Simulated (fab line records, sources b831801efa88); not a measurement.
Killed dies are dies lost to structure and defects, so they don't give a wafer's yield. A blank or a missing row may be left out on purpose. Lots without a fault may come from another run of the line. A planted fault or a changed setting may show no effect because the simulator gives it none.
Chamber matching | flow gf180mcu | GF_PASSIVATION_CVD_00 on pecvd-02: 3 sister chambers
The step deposits SiO2 from TEOS, target thk 1000 nm, time 111.95 s. 22 wafers are shown with their chamber, then 11 later ones without.

WAFERS WITH THEIR CHAMBER
wafer  | chamber | heater_power_w (W)
L075.2 | 0       | 545
L075.3 | 1       | 649
L075.6 | 1       | 536
L080.1 | 0       | 516
L080.2 | 1       | 640
L080.3 | 2       | 698
L081.1 | 2       | 881
L081.2 | 1       | 606
L081.4 | 0       | 537
L082.1 | 1       | 618
L082.2 | 0       | 544
L082.3 | 2       | 731
L082.4 | 2       | 798
L082.5 | 0       | 562
L082.6 | 1       | 643
L084.1 | 2       | 845
L084.2 | 1       | 590
L084.3 | 0       | 536
L084.4 | 1       | 635
L084.5 | 2       | 690
L084.6 | 0       | 566
L087.1 | 2       | 785

SIGNATURES (means of the wafers above)
reading        | chamber 0 | chamber 1 | chamber 2 | scatter within a chamber
heater_power_w | 543.71    | 614.62    | 775.43    | 47.8
Rule: a wafer's distance from a chamber is the root of the sum, over the readings, of the square of ((its reading less the chamber's mean) divided by the reading's scatter). The wafer belongs to the nearest chamber; if the next one is less than 2 further off, it can't be placed. The scatter: the root of (the sum of the squares of (reading less its chamber's mean) over the shown wafers, divided by (wafers less chambers)).

WAFERS WITHOUT THEIR CHAMBER
wafer  | heater_power_w (W)
L087.4 | 832
L087.5 | 562
L089.2 | 559
L089.4 | 456
L089.5 | 676
L090.2 | 586
L090.3 | 528
L090.4 | 631
L091.3 | 528
L091.4 | 691
L091.5 | 555

WHICH CHAMBER EACH WENT THROUGH
wafer  | from the rows above          | in truth
L087.4 | 2                            | 2
L087.5 | can't be placed: 0 or 1      | 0
L089.2 | can't be placed: 0 or 1      | 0
L089.4 | can't be placed: 0 or 1      | 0
L089.5 | can't be placed: 1 or 2 or 0 | 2
L090.2 | can't be placed: 1 or 0      | 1
L090.3 | can't be placed: 0 or 1      | 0
L090.4 | can't be placed: 1 or 0      | 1
L091.3 | can't be placed: 0 or 1      | 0
L091.4 | can't be placed: 1 or 2 or 0 | 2
L091.5 | can't be placed: 0 or 1      | 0
Placed correctly: 1 of 11. Can't be placed from these rows: 10 (the true chamber is among the candidates in 10). Placed wrongly: 0.
